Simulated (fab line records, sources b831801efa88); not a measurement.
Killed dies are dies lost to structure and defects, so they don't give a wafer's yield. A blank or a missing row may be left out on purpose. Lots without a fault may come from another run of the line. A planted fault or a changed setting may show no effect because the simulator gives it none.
Problem report in the 8D (eight disciplines) form, filled by code | flow sky130 | the parts of the form that need people (team, actions taken, sign-off) are left out

1. THE PROBLEM
cathode_dc_power_W at SKY_METAL2_SPUTTER_04 reads a mean of 8502.6 W on 1 wafer of 1 lot; wafers without a fault read 6500.1 W with a standard deviation of 1.2. That is +99 or more standard deviations from the usual mean.
The step: material TiN, target thk 70 nm, time 58.3 s.
First seen on wafer L139.3, day 36 22:37, on pvd_sputter-01. The record holds 15 wafers of 5 lots with a number at this step. Rule for "out", or "out of limits": more than 4 standard deviations from the usual mean. The other wafers with a number count as sound.

2. WHAT IT IS AND WHAT IT IS NOT
question                    | is                 | is not
which readings at this step | cathode_dc_power_W | throttle_valve_pct
which lots                  | L139               | L130, L138, L148, L151
which wafers of those lots  | L139.3             | L139.2, L139.4
read on which tools         | pvd_sputter-01     | pvd_sputter-03
when                        | from day 36 22:37  | up to then (8 sound wafers); but 6 sound wafers of L148, L151 came after

3. SUSPECTS, AND WHAT RULES EACH OUT
Counting: a tool at a process step up to the reading stays a suspect if it ran every lot that is out. Sound lots after the first of them don't rule it out here, since some wafers of a struck lot are sound.
- pvd_sputter-02 at SKY_VIA1_SPUTTER_20 (material TiN, target thk 20 nm, time 80 s): kept. It ran the lot that is out, L139 (day 36 21:53); its last sound lot up to then is L138 (day 36 18:13).
- pvd_sputter-01 at SKY_METAL2_SPUTTER_00 (material Ti, target thk 15 nm, time 10 s): kept. It ran the lot that is out, L139 (day 36 22:31).
- pvd_sputter-01 at SKY_METAL2_SPUTTER_03 (material Ti, target thk 5 nm, time 3.3 s): kept. It ran the lot that is out, L139 (day 36 22:35).
- pvd_sputter-01 at SKY_METAL2_SPUTTER_04 (material TiN, target thk 70 nm, time 58.3 s): kept. It ran the lot that is out, L139 (day 36 22:37). Its own readings are out on those wafers: cathode_dc_power_W.
Left after counting: pvd_sputter-02 at SKY_VIA1_SPUTTER_20, pvd_sputter-01 at SKY_METAL2_SPUTTER_00, pvd_sputter-01 at SKY_METAL2_SPUTTER_03, pvd_sputter-01 at SKY_METAL2_SPUTTER_04.

4. THE CAUSE (what the simulator had put in)
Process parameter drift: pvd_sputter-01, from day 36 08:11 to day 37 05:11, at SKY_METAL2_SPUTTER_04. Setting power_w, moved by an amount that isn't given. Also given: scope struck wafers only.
Counting left 4 suspects, and this tool is among them.

5. THE CHAIN OF EFFECTS, in route order
Each row: a reading whose mean over the struck wafers that have a number lies more than 3 standard deviations from the usual. Only readings for which the record gives a usual standard deviation are gone through. hours: the time from each lot's start at the first step in this table that gives one to its start at this step, as a median over the lots. sigmas: the change in usual standard deviations.
hours | step                  | reading            | usual    | on struck wafers | change  | sigmas
0     | SKY_METAL2_SPUTTER_04 | cathode_dc_power_W | 6500.1 W | 8502.6           | +2002.5 | +99 or more
The process steps in it:
- SKY_METAL2_SPUTTER_04: material TiN, target thk 70 nm, time 58.3 s.
Later measuring or inspecting steps at which every struck wafer that the step has a row for has a number for every such reading, and none has moved that far: SKY_METAL2_RS_MEAS_05, SKY_METAL2_THK_MEAS_06, SKY_METAL2_CD_MEAS_15, SKY_METAL2_OVL_MEAS_16.

6. WHAT WOULD HAVE CAUGHT IT SOONER
In this record the first reading out of limits was taken at day 36 22:37, 14 hours after the fault began at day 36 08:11.
